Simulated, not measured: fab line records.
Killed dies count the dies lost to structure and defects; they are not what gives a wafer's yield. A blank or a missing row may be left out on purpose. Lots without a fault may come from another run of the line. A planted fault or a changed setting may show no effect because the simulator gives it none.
fab line records | flow sky130 | part 1 of 2: steps 1 to 32 of 42
record lots=5 | wafers=15 | lastDay=50
route steps=708 shown RES_XHIGH@339 SD_N@342 SD_P@359 SALICIDE@361 LI_CONTACT@362
lots with no fault: from the same line, run without faults
startH: hours from the record's opening day to when the first of the lot's shown wafers began | waitH: time in hours since the lot's previous step | " unchanged from the row above | L1.1+2: a row that stands for several wafers | - value missing, or start not given | * or withheld: withheld | < > ~ a bound
route shown NAME@n: a module of which the file shows steps, and the number in the route of the first | usual: mean/standard deviation of fault-free wafers | same: alike in all rows | chamber/n: place in a boat | sites: readings site by site | _std_site: the standard deviation of these | _edge_site: mean of outer sites minus mean of inner sites | radiusMm: how far each site lies from the wafer's centre | mask NAME#n: copy n | behind: the most recent tool/chamber to have shaped the wafer | hold: reason for holding the lot/hours on hold/outcome of the hold | device: which transistor (n, p or np) failed to switch | end of line: the tests these same wafers got at the end of their route | a step without rows: its recipe alone | killed: not the wafer's yield, but the dies lost to structure and defects at the first sort | map: dies across one wafer; x = killed, . = not, _ = none there
set.NAME: the setting that was run; set.NAME@STEP: the one run at that earlier step | model.NAME: the simulator's own value behind a step, which no gauge read
lots seen at some steps along the route; tables by step, rows by wafer
services: the hour from which a tool's chamber was out of use, counted from the record's first day as startH (under 0 if before that day), plus the number of hours and why
## steps
# step SKY_RES_XHIGH_IMPLANT_07
# recipe species=BF2 | energyKev=20 | doseCm2=3.6e+14 | tiltDeg=0
lot.wafer  | tool         | chamber | startH | waitH
L075.1+5+6 | implanter-02 | 0       | 658.51 | 0.1
L081.2+3+5 | implanter-02 | 0       | 687.67 | 0.1
L083.1+3+6 | implanter-04 | 0       | 710.39 | 0.1
L089.3+5+6 | implanter-01 | 0       | 754.86 | 0.1
L095.2+3+4 | implanter-01 | 0       | 790.13 | 0.1
# step SKY_RES_XHIGH_STRIP_08
# recipe chemistry=O2/N2 | powerW=1400 | pressureMtorr=1500 | platenTempC=withheld | o2FlowSccm=3000 | n2FlowSccm=300 | overashFraction=0.5
# usual drypumpMotorCurrentA=5.6/0.56 | oesProductAu=0.711/0.0046 | stripTimeToEndpointS=14.26/0.038
lot.wafer | tool           | chamber | startH | waitH | drypumpMotorCurrentA | oesProductAu | rfHoursCounterH | stripTimeToEndpointS
L075.1    | plasmaAsher-01 | 0       | 658.66 | 0.1   | 5.8                  | 0.716        | 25              | 14.32
L075.5    | "              | 0       | "      | "     | 5.8                  | 0.717        | -               | 14.30
L075.6    | "              | 1       | "      | "     | 4.9                  | 0.713        | -               | 14.21
L081.2    | plasmaAsher-02 | 1       | 687.79 | 0.1   | 5.7                  | 0.705        | 57              | 14.24
L081.3    | "              | 1       | "      | "     | 5.7                  | 0.707        | -               | 14.28
L081.5    | "              | 1       | "      | "     | 5.7                  | 0.709        | -               | 14.29
L083.1    | plasmaAsher-04 | 1       | 710.54 | 0.1   | 5.9                  | 0.713        | 89              | 14.28
L083.3    | "              | 1       | "      | "     | 5.9                  | 0.711        | -               | 14.28
L083.6    | "              | 1       | "      | "     | 5.9                  | 0.713        | -               | 14.26
L089.3    | plasmaAsher-02 | 0       | 755.00 | 0.1   | 6.6                  | 0.713        | -               | 14.28
L089.5    | "              | 1       | "      | "     | 5.7                  | 0.711        | -               | 14.25
L089.6    | "              | 0       | "      | "     | 6.6                  | 0.720        | -               | 14.29
L095.2    | plasmaAsher-04 | 1       | 790.26 | 0.1   | 5.9                  | 0.707        | 97              | 14.27
L095.3    | "              | 1       | "      | "     | 5.9                  | 0.709        | -               | 14.30
L095.4    | "              | 0       | "      | "     | 5.0                  | 0.707        | -               | 14.25
# step SKY_RES_XHIGH_TW_MEAS_09
# usual RES_XHIGH_TW=1631/12
lot.wafer | tool         | chamber | startH | waitH | RES_XHIGH_TW
L075.1    | filmMetro-01 | -       | 658.76 | 0.1   | 1632
L075.5    | "            | -       | "      | "     | 1647
L075.6    | "            | -       | "      | "     | 1645
L081.2    | filmMetro-02 | -       | 687.90 | 0.1   | 1621
L081.3    | "            | -       | "      | "     | 1628
L081.5    | "            | -       | "      | "     | 1623
L083.1    | filmMetro-03 | -       | 710.64 | 0.1   | 1605
L083.3    | "            | -       | "      | "     | 1613
L083.6    | "            | -       | "      | "     | 1608
L089.3    | filmMetro-03 | -       | 755.08 | 0.1   | 1622
L089.5    | "            | -       | "      | "     | 1620
L089.6    | "            | -       | "      | "     | 1630
L095.2    | filmMetro-01 | -       | 790.37 | 0.1   | 1647
L095.3    | "            | -       | "      | "     | 1635
L095.4    | "            | -       | "      | "     | 1645
# step SKY_SD_N_DEHYDRATE_00
# recipe tempC=200 | timeS=60
lot.wafer  | tool          | chamber | startH | waitH
L075.1+5+6 | lithoTrack-01 | 0       | 672.02 | 13.3
L081.2+3+5 | lithoTrack-02 | 0       | 700.83 | 12.9
L083.1+3+6 | lithoTrack-02 | 0       | 723.86 | 13.2
L089.3+5+6 | lithoTrack-04 | 0       | 767.91 | 12.8
L095.2+3+4 | lithoTrack-02 | 0       | 802.63 | 12.3
# step SKY_SD_N_HMDS_01
# recipe primeTimeS=60 | primeTempC=120
lot.wafer  | tool          | chamber | startH | waitH
L075.1+5+6 | lithoTrack-01 | 0       | 672.17 | 0.1
L081.2+3+5 | lithoTrack-02 | 0       | 700.98 | 0.1
L083.1+3+6 | lithoTrack-02 | 0       | 724.01 | 0.1
L089.3+5+6 | lithoTrack-04 | 0       | 768.06 | 0.1
L095.2+3+4 | lithoTrack-02 | 0       | 802.78 | 0.1
# step SKY_SD_N_COAT_02
# recipe resist=NOVOLAK | spinRpm=3000 | resistThkNm=1140
lot.wafer  | tool          | chamber | startH | waitH
L075.1+5+6 | lithoTrack-01 | 0       | 672.32 | 0.1
L081.2+3+5 | lithoTrack-02 | 0       | 701.13 | 0.1
L083.1+3+6 | lithoTrack-02 | 0       | 724.16 | 0.1
L089.3+5+6 | lithoTrack-04 | 0       | 768.21 | 0.1
L095.2+3+4 | lithoTrack-02 | 0       | 802.93 | 0.1
# step SKY_SD_N_SOFTBAKE_03
# recipe tempC=90 | timeS=60 | resist=NOVOLAK
lot.wafer  | tool          | chamber | startH | waitH
L075.1+5+6 | lithoTrack-01 | 0       | 672.47 | 0.1
L081.2+3+5 | lithoTrack-02 | 0       | 701.28 | 0.1
L083.1+3+6 | lithoTrack-02 | 0       | 724.31 | 0.1
L089.3+5+6 | lithoTrack-04 | 0       | 768.36 | 0.1
L095.2+3+4 | lithoTrack-02 | 0       | 803.08 | 0.1
# step SKY_SD_N_EXPOSE_04
# recipe maskId=NSDM | na=0.6 | sourceShape=conventional | sigmaOuter=0.6 | polarization=unpolarized | targetCdNm=380 | doseMj=141
# usual stageVelMmS=499.94/0.23
lot.wafer | tool            | chamber | startH | waitH | mask   | stageVelMmS
L075.1    | ilineStepper-01 | 0       | -      | -     | NSDM#0 | 500.06
L075.5    | "               | 0       | "      | "     | NSDM#0 | 500.26
L075.6    | "               | 0       | "      | "     | NSDM#0 | 500.40
L081.2    | ilineStepper-01 | 0       | -      | -     | NSDM#0 | 499.77
L081.3    | "               | 0       | "      | "     | NSDM#0 | 499.74
L081.5    | "               | 0       | "      | "     | NSDM#0 | 499.65
L083.1    | ilineStepper-02 | 0       | -      | -     | NSDM#0 | 500.00
L083.3    | "               | 0       | "      | "     | NSDM#0 | 499.34
L083.6    | "               | 0       | "      | "     | NSDM#0 | 499.54
L089.3    | ilineStepper-02 | 0       | -      | -     | NSDM#0 | 500.04
L089.5    | "               | 0       | "      | "     | NSDM#0 | 499.95
L089.6    | "               | 0       | "      | "     | NSDM#0 | 499.43
L095.2    | ilineStepper-02 | 0       | -      | -     | NSDM#0 | 499.68
L095.3    | "               | 0       | "      | "     | NSDM#0 | 499.83
L095.4    | "               | 0       | "      | "     | NSDM#0 | 499.79
# step SKY_SD_N_PEB_05
# recipe tempC=withheld | timeS=* | resist=NOVOLAK
lot.wafer  | tool          | chamber | startH | waitH
L075.1+5+6 | lithoTrack-04 | 0       | -      | -
L081.2+3+5 | lithoTrack-02 | 0       | -      | -
L083.1+3+6 | lithoTrack-02 | 0       | -      | -
L089.3+5+6 | lithoTrack-02 | 0       | -      | -
L095.2+3+4 | lithoTrack-01 | 0       | -      | -
# step SKY_SD_N_DEVELOP_06
# recipe resist=NOVOLAK | developer=TMAH | developTimeS=60 | devTempC=23
lot.wafer  | tool          | chamber | startH | waitH
L075.1+5+6 | lithoTrack-04 | 0       | 686.16 | 0.1
L081.2+3+5 | lithoTrack-02 | 0       | 714.68 | 0.1
L083.1+3+6 | lithoTrack-02 | 0       | 738.46 | 0.1
L089.3+5+6 | lithoTrack-02 | 0       | 781.41 | 0.1
L095.2+3+4 | lithoTrack-01 | 0       | 816.04 | 0.1
# step SKY_SD_N_CD_MEAS_07
# recipe targetCdNm=380
# usual cdNm=381/3.1
lot.wafer | tool     | chamber | startH | waitH | cdNm
L075.1    | cdSem-01 | -       | 686.31 | 0.1   | 385
L075.5    | "        | -       | "      | "     | 383
L075.6    | "        | -       | "      | "     | 383
L081.2    | cdSem-01 | -       | 714.83 | 0.1   | 376
L081.3    | "        | -       | "      | "     | 379
L081.5    | "        | -       | "      | "     | 376
L083.1    | cdSem-01 | -       | 738.61 | 0.1   | 374
L083.3    | "        | -       | "      | "     | 374
L083.6    | "        | -       | "      | "     | 376
L089.3    | cdSem-01 | -       | 781.55 | 0.1   | 379
L089.5    | "        | -       | "      | "     | 377
L089.6    | "        | -       | "      | "     | 378
L095.2    | cdSem-01 | -       | 816.19 | 0.1   | 383
L095.3    | "        | -       | "      | "     | 385
L095.4    | "        | -       | "      | "     | 379
# step SKY_SD_N_OVL_MEAS_08
# usual SD_N_OVL=0.6/1.4
lot.wafer | tool       | chamber | startH | waitH | SD_N_OVL[nm]
L075.1    | overlay-02 | -       | 686.43 | 0.1   | 1.6
L075.5    | "          | -       | "      | "     | 1.3
L075.6    | "          | -       | "      | "     | 1.6
L081.2    | overlay-01 | -       | 714.93 | 0.1   | 1.5
L081.3    | "          | -       | "      | "     | 2.2
L081.5    | "          | -       | "      | "     | 1.5
L083.1    | overlay-02 | -       | 738.73 | 0.1   | -2.3
L083.3    | "          | -       | "      | "     | -0.7
L083.6    | "          | -       | "      | "     | -1.4
L089.3    | overlay-01 | -       | 781.64 | 0.1   | -1.6
L089.5    | "          | -       | "      | "     | -0.6
L089.6    | "          | -       | "      | "     | -0.7
L095.2    | overlay-02 | -       | 816.29 | 0.1   | -0.8
L095.3    | "          | -       | "      | "     | -2.1
L095.4    | "          | -       | "      | "     | -1.7
# step SKY_SD_N_IMPLANT_09
# recipe species=As | energyKev=50 | doseCm2=4e+15 | tiltDeg=0
lot.wafer  | tool         | chamber | startH | waitH
L075.1+5+6 | implanter-04 | 0       | 686.47 | 0.0
L081.2+3+5 | implanter-04 | 0       | 714.99 | 0.0
L083.1+3+6 | implanter-02 | 0       | 738.76 | 0.0
L089.3+5+6 | implanter-04 | 0       | 781.71 | 0.1
L095.2+3+4 | implanter-04 | 0       | 816.35 | 0.0
# step SKY_SD_N_IMPLANT_10
# recipe species=P | energyKev=20 | doseCm2=1e+14 | tiltDeg=0
lot.wafer  | tool         | chamber | startH | waitH
L075.1+5+6 | implanter-04 | 0       | 686.62 | 0.1
L081.2+3+5 | implanter-04 | 0       | 715.14 | 0.1
L083.1+3+6 | implanter-02 | 0       | 738.91 | 0.1
L089.3+5+6 | implanter-04 | 0       | 781.86 | 0.1
L095.2+3+4 | implanter-04 | 0       | 816.50 | 0.1
# step SKY_SD_N_STRIP_11
# recipe chemistry=O2/N2 | powerW=1400 | pressureMtorr=1500 | platenTempC=withheld | o2FlowSccm=3000 | n2FlowSccm=300 | overashFraction=0.5
# usual drypumpMotorCurrentA=5.7/0.56 | oesProductAu=0.527/0.0044 | stripTimeToEndpointS=22.54/0.039
lot.wafer | tool           | chamber | startH | waitH | drypumpMotorCurrentA | oesProductAu | rfHoursCounterH | stripTimeToEndpointS
L075.1    | plasmaAsher-02 | 0       | 686.77 | 0.1   | 6.6                  | 0.532        | 57              | 22.55
L075.5    | "              | 1       | "      | "     | 5.7                  | 0.526        | -               | 22.54
L075.6    | "              | 0       | "      | "     | 6.6                  | 0.533        | -               | 22.55
L081.2    | plasmaAsher-02 | 1       | 715.26 | 0.1   | 5.7                  | 0.539        | 59              | 22.58
L081.3    | "              | 1       | "      | "     | 5.7                  | 0.526        | -               | 22.57
L081.5    | "              | 1       | "      | "     | 5.7                  | 0.520        | -               | 22.58
L083.1    | plasmaAsher-01 | 1       | 739.06 | 0.1   | 4.9                  | 0.534        | 34              | 22.59
L083.3    | "              | 1       | "      | "     | 4.9                  | 0.527        | -               | 22.55
L083.6    | "              | 1       | "      | "     | 4.9                  | 0.528        | -               | 22.56
L089.3    | plasmaAsher-01 | 0       | 782.00 | 0.1   | 5.8                  | 0.528        | -               | 22.53
L089.5    | "              | 0       | "      | "     | 5.8                  | 0.533        | -               | 22.49
L089.6    | "              | 1       | "      | "     | 4.9                  | 0.523        | -               | 22.52
L095.2    | plasmaAsher-01 | 1       | 816.62 | 0.1   | 4.9                  | 0.536        | 41              | 22.53
L095.3    | "              | 1       | "      | "     | 4.9                  | 0.524        | -               | 22.55
L095.4    | "              | 0       | "      | "     | 5.8                  | 0.527        | -               | 22.51
# step SKY_SD_N_TW_MEAS_12
# usual SD_N_TW=3954/33
lot.wafer | tool         | chamber | startH | waitH | SD_N_TW
L075.1    | filmMetro-02 | -       | 686.87 | 0.1   | 3908
L075.5    | "            | -       | "      | "     | 3913
L075.6    | "            | -       | "      | "     | 3920
L081.2    | filmMetro-01 | -       | 715.37 | 0.1   | 3989
L081.3    | "            | -       | "      | "     | 4005
L081.5    | "            | -       | "      | "     | 3974
L083.1    | filmMetro-02 | -       | 739.16 | 0.1   | 3961
L083.3    | "            | -       | "      | "     | 3945
L083.6    | "            | -       | "      | "     | 3951
L089.3    | filmMetro-01 | -       | 782.08 | 0.1   | 3995
L089.5    | "            | -       | "      | "     | 4002
L089.6    | "            | -       | "      | "     | 3969
L095.2    | filmMetro-03 | -       | 816.73 | 0.1   | 3879
L095.3    | "            | -       | "      | "     | 3839
L095.4    | "            | -       | "      | "     | 3862
# step SKY_SD_N_CLEAN_13
# recipe chemistry=SC1/SC2 | mix=1:4:20 | tempC=70 | timeS=150 | dry=n2Spin
# usual bathGuardTempC=70.0/0.5
lot.wafer | tool        | chamber | startH | waitH | bathGuardTempC
L075.1    | wetBench-01 | 3       | 686.93 | 0.1   | 70.6
L075.5    | "           | 3       | "      | "     | 70.2
L075.6    | "           | 3       | "      | "     | 70.3
L081.2    | wetBench-04 | 1       | 715.42 | 0.0   | 71.2
L081.3    | "           | 1       | "      | "     | 70.9
L081.5    | "           | 1       | "      | "     | 70.6
L083.1    | wetBench-02 | 2       | 739.22 | 0.1   | 69.6
L083.3    | "           | 2       | "      | "     | 70.2
L083.6    | "           | 2       | "      | "     | 70.3
L089.3    | wetBench-01 | 2       | 782.12 | 0.0   | 70.1
L089.5    | "           | 2       | "      | "     | 69.9
L089.6    | "           | 2       | "      | "     | 70.0
L095.2    | wetBench-04 | 2       | 816.78 | 0.0   | 70.1
L095.3    | "           | 2       | "      | "     | 69.7
L095.4    | "           | 2       | "      | "     | 70.0
# step SKY_SD_N_RTA_14
# recipe tempC=1075 | timeS=2 | idleTempC=650 | rampUpCPerS=150 | rampDownCPerS=90 | ambient=N2
# usual lampPowerPct=15.74/0.051 | wafer_temp_C_max=1078.1/1.2
lot.wafer | tool         | chamber | startH | waitH | lampPowerPct | wafer_temp_C_max
L075.1    | rtpAnneal-01 | 0       | 686.98 | 0.0   | 15.79        | 1079.0
L075.5    | "            | 0       | "      | "     | 15.79        | 1077.5
L075.6    | "            | 0       | "      | "     | 15.71        | 1077.7
L081.2    | rtpAnneal-01 | 0       | 715.53 | 0.0   | 15.74        | 1077.4
L081.3    | "            | 0       | "      | "     | 15.76        | 1077.5
L081.5    | "            | 0       | "      | "     | 15.73        | 1078.8
L083.1    | rtpAnneal-01 | 0       | 739.27 | 0.0   | 15.72        | 1079.5
L083.3    | "            | 0       | "      | "     | 15.74        | 1076.4
L083.6    | "            | 0       | "      | "     | 15.63        | 1078.2
L089.3    | rtpAnneal-02 | 0       | 782.19 | 0.0   | 15.73        | 1076.7
L089.5    | "            | 0       | "      | "     | 15.68        | 1077.3
L089.6    | "            | 0       | "      | "     | 15.70        | 1077.8
L095.2    | rtpAnneal-02 | 0       | 816.84 | 0.0   | 15.80        | 1078.6
L095.3    | "            | 0       | "      | "     | 15.82        | 1079.4
L095.4    | "            | 0       | "      | "     | 15.81        | 1078.1
# step SKY_SD_N_RS_MEAS_16
# recipe thkMeasGauge=four-point-probe
# usual SD_N_RS=68.57/0.12
lot.wafer | tool         | chamber | startH | waitH | SD_N_RS[ohm/sq]
L075.1    | filmMetro-01 | -       | 687.16 | 0.1   | 68.66
L075.5    | "            | -       | "      | "     | 68.71
L075.6    | "            | -       | "      | "     | 68.59
L081.2    | filmMetro-02 | -       | 715.72 | 0.1   | 68.61
L081.3    | "            | -       | "      | "     | 68.84
L081.5    | "            | -       | "      | "     | 68.61
L083.1    | filmMetro-01 | -       | 739.45 | 0.1   | 68.56
L083.3    | "            | -       | "      | "     | 68.43
L083.6    | "            | -       | "      | "     | 68.33
L089.3    | filmMetro-02 | -       | 782.39 | 0.1   | 68.53
L089.5    | "            | -       | "      | "     | 68.34
L089.6    | "            | -       | "      | "     | 68.41
L095.2    | filmMetro-01 | -       | 817.03 | 0.1   | 68.64
L095.3    | "            | -       | "      | "     | 68.61
L095.4    | "            | -       | "      | "     | 68.36
# step SKY_SD_N_RS_MEAS_17
# recipe thkMeasGauge=four-point-probe
# usual SD_P_RS=147.2/0.42
lot.wafer | tool         | chamber | startH | waitH | SD_P_RS[ohm/sq]
L075.1    | filmMetro-01 | -       | 687.28 | 0.1   | 147.3
L075.5    | "            | -       | "      | "     | 147.2
L075.6    | "            | -       | "      | "     | 146.8
L081.2    | filmMetro-02 | -       | 715.84 | 0.1   | 147.2
L081.3    | "            | -       | "      | "     | 147.7
L081.5    | "            | -       | "      | "     | 147.4
L083.1    | filmMetro-01 | -       | 739.57 | 0.1   | 147.0
L083.3    | "            | -       | "      | "     | 147.0
L083.6    | "            | -       | "      | "     | 146.7
L089.3    | filmMetro-02 | -       | 782.51 | 0.1   | 146.5
L089.5    | "            | -       | "      | "     | 146.4
L089.6    | "            | -       | "      | "     | 145.9
L095.2    | filmMetro-01 | -       | 817.15 | 0.1   | 146.9
L095.3    | "            | -       | "      | "     | 147.4
L095.4    | "            | -       | "      | "     | 146.8
# step SKY_SD_N_RS_MEAS_18
# recipe thkMeasGauge=four-point-probe
# usual RES_XHIGH_RS=333.1/0.98
lot.wafer | tool         | chamber | startH | waitH | RES_XHIGH_RS[ohm/sq]
L075.1    | filmMetro-01 | -       | 687.40 | 0.1   | 331.9
L075.5    | "            | -       | "      | "     | 332.4
L075.6    | "            | -       | "      | "     | 332.2
L081.2    | filmMetro-02 | -       | 715.96 | 0.1   | 331.3
L081.3    | "            | -       | "      | "     | 332.1
L081.5    | "            | -       | "      | "     | 332.9
L083.1    | filmMetro-01 | -       | 739.69 | 0.1   | 334.4
L083.3    | "            | -       | "      | "     | 333.4
L083.6    | "            | -       | "      | "     | 332.7
L089.3    | filmMetro-02 | -       | 782.63 | 0.1   | 332.0
L089.5    | "            | -       | "      | "     | 333.2
L089.6    | "            | -       | "      | "     | 331.4
L095.2    | filmMetro-01 | -       | 817.27 | 0.1   | 334.7
L095.3    | "            | -       | "      | "     | 334.0
L095.4    | "            | -       | "      | "     | 333.1
# step SKY_SALICIDE_CLEAN_00
# recipe chemistry=HF-last | timeS=30 | dilution=100:1 | dry=ipaMarangoni
lot.wafer  | tool        | chamber | startH | waitH
L075.1+5+6 | wetBench-03 | 3       | 687.52 | 0.1
L081.2+3+5 | wetBench-01 | 3       | 716.08 | 0.1
L083.1+3+6 | wetBench-01 | 3       | 739.81 | 0.1
L089.3+5+6 | wetBench-04 | 1       | 782.71 | 0.1
L095.2+3+4 | wetBench-03 | 1       | 817.37 | 0.1
# step SKY_LI_CONTACT_HDPCVD_00
# recipe material=PSG | targetThkNm=930 | sigmaOpenFrac=0.3 | timeS=155 | tempC=600 | sih4FlowSccm=60 | pressureMtorr=6
# usual pressureMtorr=6.002/0.012 | susceptorTempC=600.01/0.26
lot.wafer | tool      | chamber | startH | waitH | pressureMtorr | susceptorTempC
L075.1    | hdpcvd-01 | 2       | 687.53 | 0.0   | 6.000         | 600.13
L075.5    | "         | 0       | "      | "     | 6.001         | 599.90
L075.6    | "         | 2       | "      | "     | 6.001         | 599.88
L081.2    | hdpcvd-02 | 2       | 716.10 | 0.0   | 5.993         | 599.85
L081.3    | "         | 1       | "      | "     | 6.012         | 600.46
L081.5    | "         | 0       | "      | "     | 6.012         | 600.34
L083.1    | hdpcvd-01 | 0       | 739.82 | 0.0   | 6.009         | 599.96
L083.3    | "         | 2       | "      | "     | 5.985         | 600.31
L083.6    | "         | 0       | "      | "     | 6.024         | 599.65
L089.3    | hdpcvd-02 | 1       | 782.72 | 0.0   | 6.014         | 600.29
L089.5    | "         | 0       | "      | "     | 6.008         | 600.28
L089.6    | "         | 2       | "      | "     | 6.035         | 600.29
L095.2    | hdpcvd-01 | 0       | 817.39 | 0.0   | 5.997         | 599.70
L095.3    | "         | 1       | "      | "     | 6.002         | 600.11
L095.4    | "         | 1       | "      | "     | 5.985         | 600.23
# step SKY_LI_CONTACT_THK_MEAS_01
# recipe reads=PSG_of_LI_CONTACT_HDPCVD_00
# usual LI_CONTACT_HDPCVD_THK=927/8.9
lot.wafer | tool         | chamber | startH | waitH | LI_CONTACT_HDPCVD_THK[nm]
L075.1    | filmMetro-02 | -       | 687.64 | 0.1   | 930
L075.5    | "            | -       | "      | "     | 935
L075.6    | "            | -       | "      | "     | 945
L081.2    | filmMetro-02 | -       | 716.21 | 0.1   | 911
L081.3    | "            | -       | "      | "     | 923
L081.5    | "            | -       | "      | "     | 926
L083.1    | filmMetro-02 | -       | 739.92 | 0.1   | 921
L083.3    | "            | -       | "      | "     | 917
L083.6    | "            | -       | "      | "     | 919
L089.3    | filmMetro-02 | -       | 782.85 | 0.1   | 930
L089.5    | "            | -       | "      | "     | 936
L089.6    | "            | -       | "      | "     | 921
L095.2    | filmMetro-03 | -       | 817.50 | 0.1   | 932
L095.3    | "            | -       | "      | "     | 918
L095.4    | "            | -       | "      | "     | 924
# step SKY_LI_CONTACT_CMP_02
# recipe material=PSG | downForcePsi=4 | platenRpm=60 | padVelocityMS=0.94248
# usual motorCurrentA=12.1/1.4 | timeToEndpointS=30/3.1
lot.wafer | tool   | chamber | startH | waitH | motorCurrentA | timeToEndpointS
L075.1    | cmp-01 | 2       | 687.70 | 0.1   | 12.1          | 30
L075.6    | "      | 2       | "      | "     | 12.3          | 31
L075.5    | "      | 3       | "      | "     | 13.9          | 29
L081.3    | cmp-01 | 0       | 716.36 | 0.1   | 9.9           | 27
L081.2    | "      | 1       | "      | "     | 13.4          | 26
L081.5    | "      | 3       | "      | "     | 13.8          | 27
L083.3    | cmp-02 | 3       | 739.98 | 0.0   | 12.5          | 30
L083.1    | "      | 2       | "      | "     | 10.9          | 28
L083.6    | "      | 3       | "      | "     | 12.6          | 27
L089.3    | cmp-01 | 2       | 782.99 | 0.1   | 12.5          | 30
L089.5    | "      | 0       | "      | "     | 10.3          | 31
L089.6    | "      | 1       | "      | "     | 13.4          | 25
L095.2    | cmp-01 | 2       | 817.60 | 0.1   | 12.7          | 29
L095.3    | "      | 3       | "      | "     | 14.2          | 26
L095.4    | "      | 0       | "      | "     | 10.5          | 27
# step SKY_LI_CONTACT_BOW_MEAS_03
# recipe mode=bow
# usual LI_CONTACT_BOW=55/7
lot.wafer | tool         | chamber | startH | waitH | LI_CONTACT_BOW[um]
L075.1    | filmMetro-03 | -       | 688.00 | 0.2   | 56
L075.5    | "            | -       | "      | "     | 63
L075.6    | "            | -       | "      | "     | 59
L081.2    | filmMetro-01 | -       | 716.58 | 0.1   | 49
L081.3    | "            | -       | "      | "     | 55
L081.5    | "            | -       | "      | "     | 45
L083.1    | filmMetro-01 | -       | 740.28 | 0.1   | 55
L083.3    | "            | -       | "      | "     | 57
L083.6    | "            | -       | "      | "     | 60
L089.3    | filmMetro-01 | -       | 783.23 | 0.2   | 53
L089.5    | "            | -       | "      | "     | 60
L089.6    | "            | -       | "      | "     | 51
L095.2    | filmMetro-03 | -       | 817.87 | 0.2   | 48
L095.3    | "            | -       | "      | "     | 55
L095.4    | "            | -       | "      | "     | 52
# step SKY_LI_CONTACT_DEHYDRATE_04
# recipe tempC=200 | timeS=60
lot.wafer  | tool          | chamber | startH | waitH
L075.1+5+6 | lithoTrack-03 | 0       | 701.39 | 13.4
L081.2+3+5 | lithoTrack-03 | 0       | 729.02 | 12.4
L083.1+3+6 | lithoTrack-02 | 0       | 752.56 | 12.3
L089.3+5+6 | lithoTrack-02 | 0       | 795.71 | 12.5
L095.2+3+4 | lithoTrack-03 | 0       | 830.32 | 12.4
# step SKY_LI_CONTACT_HMDS_05
# recipe primeTimeS=60 | primeTempC=120
lot.wafer  | tool          | chamber | startH | waitH
L075.1+5+6 | lithoTrack-03 | 0       | 701.54 | 0.1
L081.2+3+5 | lithoTrack-03 | 0       | 729.17 | 0.1
L083.1+3+6 | lithoTrack-02 | 0       | 752.71 | 0.1
L089.3+5+6 | lithoTrack-02 | 0       | 795.86 | 0.1
L095.2+3+4 | lithoTrack-03 | 0       | 830.47 | 0.1
# step SKY_LI_CONTACT_COAT_06
# recipe resist=BARC | tempC=withheld | timeS=withheld | spinRpm=3000 | resistThkNm=60
lot.wafer  | tool          | chamber | startH | waitH
L075.1+5+6 | lithoTrack-03 | 0       | 701.69 | 0.1
L081.2+3+5 | lithoTrack-03 | 0       | 729.32 | 0.1
L083.1+3+6 | lithoTrack-02 | 0       | 752.86 | 0.1
L089.3+5+6 | lithoTrack-02 | 0       | 796.01 | 0.1
L095.2+3+4 | lithoTrack-03 | 0       | 830.62 | 0.1
# step SKY_LI_CONTACT_COAT_07
# recipe resist=KrF-thick | spinRpm=3000 | resistThkNm=450
lot.wafer  | tool          | chamber | startH | waitH
L075.1+5+6 | lithoTrack-03 | 0       | -      | -
L081.2+3+5 | lithoTrack-03 | 0       | -      | -
L083.1+3+6 | lithoTrack-02 | 0       | -      | -
L089.3+5+6 | lithoTrack-02 | 0       | -      | -
L095.2+3+4 | lithoTrack-03 | 0       | -      | -
# step SKY_LI_CONTACT_SOFTBAKE_08
# recipe tempC=100 | timeS=90 | resist=KrF-thick
lot.wafer  | tool          | chamber | startH | waitH
L075.1+5+6 | lithoTrack-03 | 0       | -      | -
L081.2+3+5 | lithoTrack-03 | 0       | -      | -
L083.1+3+6 | lithoTrack-02 | 0       | -      | -
L089.3+5+6 | lithoTrack-02 | 0       | -      | -
L095.2+3+4 | lithoTrack-03 | 0       | -      | -
# step SKY_LI_CONTACT_EXPOSE_09
# recipe maskId=LICM1 | na=0.8 | sourceShape=annular | sigmaInner=0.55 | sigmaOuter=0.85 | targetCdNm=170 | doseMj=38
# usual stageVelMmS=500.02/0.23
lot.wafer | tool          | chamber | startH | waitH | mask    | stageVelMmS
L075.1    | krfScanner-02 | 0       | -      | -     | LICM1#0 | 499.62
L075.5    | "             | 0       | "      | "     | LICM1#0 | 499.98
L075.6    | "             | 0       | "      | "     | LICM1#0 | 499.58
L081.2    | krfScanner-02 | 0       | -      | -     | LICM1#0 | 500.26
L081.3    | "             | 0       | "      | "     | LICM1#0 | 500.21
L081.5    | "             | 0       | "      | "     | LICM1#0 | 499.89
L083.1    | krfScanner-02 | 0       | -      | -     | LICM1#0 | 500.44
L083.3    | "             | 0       | "      | "     | LICM1#0 | 500.19
L083.6    | "             | 0       | "      | "     | LICM1#0 | 499.92
L089.3    | krfScanner-02 | 0       | -      | -     | LICM1#0 | 500.00
L089.5    | "             | 0       | "      | "     | LICM1#0 | 500.24
L089.6    | "             | 0       | "      | "     | LICM1#0 | 499.72
L095.2    | krfScanner-02 | 0       | -      | -     | LICM1#0 | 500.10
L095.3    | "             | 0       | "      | "     | LICM1#0 | 499.79
L095.4    | "             | 0       | "      | "     | LICM1#0 | 499.93
